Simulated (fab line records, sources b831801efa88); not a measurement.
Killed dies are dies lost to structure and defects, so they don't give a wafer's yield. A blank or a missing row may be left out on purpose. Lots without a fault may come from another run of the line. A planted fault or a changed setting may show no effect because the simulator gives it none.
Which tool did it? | flow sky130 | 13 lots, 39 wafers sampled, at 3 steps of a route of 708

WHAT THE GAUGES READ, wafer by wafer
SKY_POLY_GATE_THK_MEAS_21. Usual: POLY_GATE_OXIDATION_THK 3.97 nm, standard deviation 0.079.
lot  | measured     | on            | POLY_GATE_OXIDATION_THK (nm) | flag
L609 | day 16 15:38 | film_metro-04 | 4.16 4.09 4.13               |
L610 | day 16 21:12 | film_metro-03 | 3.97 4.01 3.99               |
L611 | day 17 06:58 | film_metro-04 | 4.00 4.00 4.00               |
L615 | day 18 17:25 | film_metro-02 | 4.10 4.13 4.11               |
L614 | day 18 23:08 | film_metro-04 | 3.95 3.97 4.01               |
L620 | day 20 10:12 | film_metro-03 | 3.93 3.86 3.96               |
L625 | day 22 19:25 | film_metro-03 | 3.86 3.84 3.92               |
L626 | day 22 19:46 | film_metro-02 | 3.95 4.00 3.94               |
L627 | day 23 04:35 | film_metro-04 | 3.94 3.96 3.96               |
L628 | day 23 19:01 | film_metro-04 | 3.92 3.92 3.97               |
L629 | day 24 06:28 | film_metro-03 | 3.87 3.84 4.00               |
L630 | day 24 08:04 | film_metro-03 | 3.90 4.01 3.89               |
L631 | day 24 20:38 | film_metro-02 | 3.92 3.93 3.93               |

SKY_LDD_N_OVL_MEAS_07. Usual: LDD_N_OVL 0.0 nm, standard deviation 1.3.
lot  | measured     | on         | LDD_N_OVL (nm) | flag
L609 | day 17 20:52 | overlay-01 | -2.5 -1.2 -3.6 |
L610 | day 18 02:55 | overlay-02 | -1.9 -0.1 -0.2 |
L611 | day 18 12:44 | overlay-02 | -1.5 -0.6 -1.7 |
L615 | day 20 00:40 | overlay-01 | 0.9 0.7 0.4    |
L614 | day 20 05:39 | overlay-02 | 0.7 0.6 1.2    |
L620 | day 21 16:55 | overlay-02 | 0.9 0.7 0.6    |
L625 | day 24 01:28 | overlay-01 | -0.8 -0.7 -0.3 |
L626 | day 24 02:01 | overlay-02 | 1.2 0.2 2.9    |
L627 | day 24 10:08 | overlay-01 | -1.4 -1.1 -1.2 |
L628 | day 25 01:19 | overlay-02 | -2.1 0.3 -0.4  |
L629 | day 25 12:16 | overlay-01 | 1.5 0.7 -0.1   |
L630 | day 25 14:19 | overlay-01 | 1.7 1.4 -1.4   |
L631 | day 26 02:22 | overlay-01 | -1.9 -1.3 -0.5 |

SKY_LDD_P_TW_MEAS_11. Usual: LDD_P_TW 632, standard deviation 5.4.
lot  | measured     | on            | LDD_P_TW    | flag
L609 | day 19 05:00 | film_metro-04 | 633 629 629 |
L610 | day 19 10:34 | film_metro-03 | 627 624 624 |
L611 | day 19 21:20 | film_metro-03 | 626 626 628 |
L615 | day 21 09:04 | film_metro-01 | 628 626 626 |
L614 | day 21 14:08 | film_metro-04 | 625 623 629 |
L620 | day 23 00:47 | film_metro-03 | 644 641 645 |
L625 | day 25 09:43 | film_metro-04 | 633 631 631 |
L626 | day 25 10:01 | film_metro-01 | 632 633 631 |
L627 | day 25 18:05 | film_metro-01 | 630 634 633 |
L628 | day 26 08:38 | film_metro-03 | 636 636 635 |
L629 | day 26 18:59 | film_metro-04 | 624 625 625 |
L630 | day 26 21:16 | film_metro-04 | 625 626 624 |
L631 | day 27 08:27 | film_metro-04 | 627 628 628 |

WHICH TOOL RAN EACH LOT (tool, then ch and the chambers of the sampled wafers, then the start)
The record holds no process step before these readings.

WHAT THE TOOLS THEMSELVES READ (means of the sampled wafers that have a number; where no wafer has one, the mark that the record gives instead)
The record holds no such reading with a usual standard deviation.

THE ANSWER, worked out from the rows above alone
Rule: a lot is off if the mean of its wafers that have a number lies more than 3 standard deviations from the usual mean. A lot without any number at a reading at which 4 lots or more have one is off too. The other lots that the step has rows for count as sound. The gauges are gone through in route order, then the tools' own readings, and for those a lot's mean is taken as printed above. The first step at which some lot is off is used, and at that step the reading that is off furthest; a lot without a number counts as furthest.
No lot is off at any reading shown: from this, nothing can be told.

WHAT THE SIMULATOR HAD PUT IN
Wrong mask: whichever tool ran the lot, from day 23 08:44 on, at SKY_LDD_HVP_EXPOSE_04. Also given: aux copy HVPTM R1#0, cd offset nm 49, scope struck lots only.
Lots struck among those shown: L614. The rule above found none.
